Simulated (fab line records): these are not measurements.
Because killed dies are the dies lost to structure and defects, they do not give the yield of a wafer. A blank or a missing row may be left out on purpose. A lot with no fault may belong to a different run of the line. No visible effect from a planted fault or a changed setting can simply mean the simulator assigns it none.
Struck lot and sound lot, side by side	flow sky130	21 steps out of a route of 708
Sound: these wafers, L841.1, L841.4, L841.5. Wafers L846.2, L846.3, L846.6 were the ones struck. The cause comes at the end.
Order at every step that has rows: each side's tool, ch and its chambers, its first start. Under that, the readings that differ: sound wafers	struck wafers	difference of the means	sigmas: that difference in standard deviations of wafers without a fault.
alike: readings with means less than 2 such deviations apart, plus words and numbers identical on both sides. not compared: withheld readings, readings lacking a value on some wafer, bounds such as >300 that could conceal the same value, and numbers that have no deviation in the record and whose values overlap.
Wherever a step has rows on one side only, a row that says differs or no value, or a row with sigmas, the two part there. Non-overlapping numbers with no deviation appear without sigmas and do not part them. A reading that every wafer of one side lacks parts them only if that side has two wafers or more.

SKY_SD_N_RS_MEAS_17: uses a four-point probe to measure.
  sound on film metro-01 at day 29 07:46; struck on film metro-01 at day 31 11:49
  alike: SD_P_RS
SKY_SD_N_RS_MEAS_18: uses a four-point probe to measure.
  sound on film metro-01 at day 29 07:53; struck on film metro-01 at day 31 11:56
  alike: RES_XHIGH_RS
then, 2 steps without rows for these wafers: SKY_SALICIDE_CLEAN_00 (cleans in HF-last, time 30 s); SKY_LI_CONTACT_HDPCVD_00 (deposits PSG, target thk 930 nm, time 155 s).
SKY_LI_CONTACT_THK_MEAS_01:
  sound on film metro-02 at day 29 08:08; struck on film metro-02 at day 31 12:10
  alike: LI_CONTACT_HDPCVD_THK
SKY_LI_CONTACT_CMP_02: polishes PSG.
  sound on cmp-02 ch 0,1,2, day 29 08:17; struck on cmp-01 ch 0,2,3, day 31 12:13
  alike: motor current A, time to endpoint s
SKY_LI_CONTACT_BOW_MEAS_03:
  sound on film metro-01 at day 29 08:29; struck on film metro-02 at day 31 12:32
  alike: LI_CONTACT_BOW
then, 5 steps without rows for these wafers: SKY_LI_CONTACT_DEHYDRATE_04 (time 60 s); SKY_LI_CONTACT_HMDS_05 (prime time 60 s); SKY_LI_CONTACT_COAT_06 (resist thk 60 nm); SKY_LI_CONTACT_COAT_07 (resist thk 450 nm); SKY_LI_CONTACT_SOFTBAKE_08 (time 90 s).
SKY_LI_CONTACT_EXPOSE_09: exposes mask LICM1, target cd 170 nm.
  sound on krf scanner-02 ch 0, day 29 23:19; struck on krf scanner-02 ch 0, day 32 02:53
reading	sound	struck	difference	sigmas
mask	LICM1#0 LICM1#0 LICM1#0	LICM1_R1#0 LICM1_R1#0 LICM1_R1#0	differs	
then, 2 steps without rows for these wafers: SKY_LI_CONTACT_PEB_10; SKY_LI_CONTACT_DEVELOP_11 (develop time 60 s).
SKY_LI_CONTACT_CD_MEAS_12 targets a cd of 170 nm.
  sound on cd sem-01 at day 30 12:35; struck on cd sem-01 at day 32 15:54
reading	sound	struck	difference	sigmas
cd nm (nm)	170.6 172.0 171.1	150.2 149.6 149.8	-21.4	-13
SKY_LI_CONTACT_OVL_MEAS_13:
  sound on overlay-02 at day 30 12:42; struck on overlay-01 at day 32 16:01
  alike: LI_CONTACT_OVL
SKY_LI_CONTACT_ETCH_14: etches BARC in N2/H2, stops on SiO2, time 45.9 s, target depth 60 nm.
  sound on rie diel-02 ch 1,2, day 30 12:44; struck on rie diel-03 ch 0,1,3, day 32 16:02
reading	sound	struck	difference	sigmas
model.LI_CONTACT.cd nm (nm)	169.6 170.9 170.2	149.2 150.4 149.2	-20.6	
  alike: bias w, drypump motor current A, oes product au, throttle valve pct
  not compared: rf hours counter h
SKY_LI_CONTACT_ETCH_15: etches PSG in C4F8/O2/Ar, stops on Si, target depth 600 nm.
  sound on rie diel-02 ch 1,2, day 30 12:47; struck on rie diel-03 ch 0,1,3, day 32 16:05
reading	sound	struck	difference	sigmas
oes product au (a.u.)	0.832 0.834 0.828	0.843 0.841 0.842	+0.011	+2
model.LI_CONTACT.cd nm (nm)	169.1 170.9 169.9	149.9 150.7 149.1	-20.1	
  alike: bias w
SKY_LI_CONTACT_STRIP_16: strips in O2/N2.
  sound on plasma asher-03 ch 0,1, day 30 12:52; struck on plasma asher-04 ch 0,1, day 32 16:10
  alike: drypump motor current A, oes product au, strip time to endpoint s
  not compared: rf hours counter h
-- the record jumps here: 16 days lie between the struck wafers' starts before and after (it left off in module LI_CONTACT and takes up again in module PAD_OPEN, whose first step shown is number 708 of the route) --
SKY_PAD_OPEN_PROBE_99:
  sound on prober-01 at day 46 21:32; struck on prober-02 at day 48 07:50
reading	sound	struck	difference	sigmas
model.etest.licon pdiff.rc ohm	570.5 583.9 576.5	702.3 710.9 700.2	+127.5	
model.etest.pfet g5v0d10v5.r on ohm um	4776 4749 4748	4970 4893 4952	+181	
model.etest.pfet_01v8.r on ohm um	2909 2875 2883	3046 2996 2980	+118	
model.etest.licon high po.rc ohm	355.7 329.7 333.6	420.1 403.9 423.9	+76.3	
model.etest.licon ndiff.rc ohm	184.6 176.9 183.9	211.9 211.2 216	+31.2	
model.etest.sonos uncharged.r on ohm um	802.1 804.5 799	827.8 823.8 830.1	+25.4	
  alike: killed_at_M0_to_M3, killed_at_M4_up, killed at contacts, killed at front end, killed at other, killed dies, killed open, killed short
  not compared: model.etest.nfet g5v0d10v5.r on ohm um, model.etest.nfet_01v8.r on ohm um

WHERE THEY PART
Last at SKY_LI_CONTACT_ETCH_15 as far as this record goes, first at SKY_LI_CONTACT_EXPOSE_09. Later steps at which nothing parts them and some readings are alike: SKY_LI_CONTACT_STRIP_16, SKY_PAD_OPEN_PROBE_99.

WHY: what the simulator had put in
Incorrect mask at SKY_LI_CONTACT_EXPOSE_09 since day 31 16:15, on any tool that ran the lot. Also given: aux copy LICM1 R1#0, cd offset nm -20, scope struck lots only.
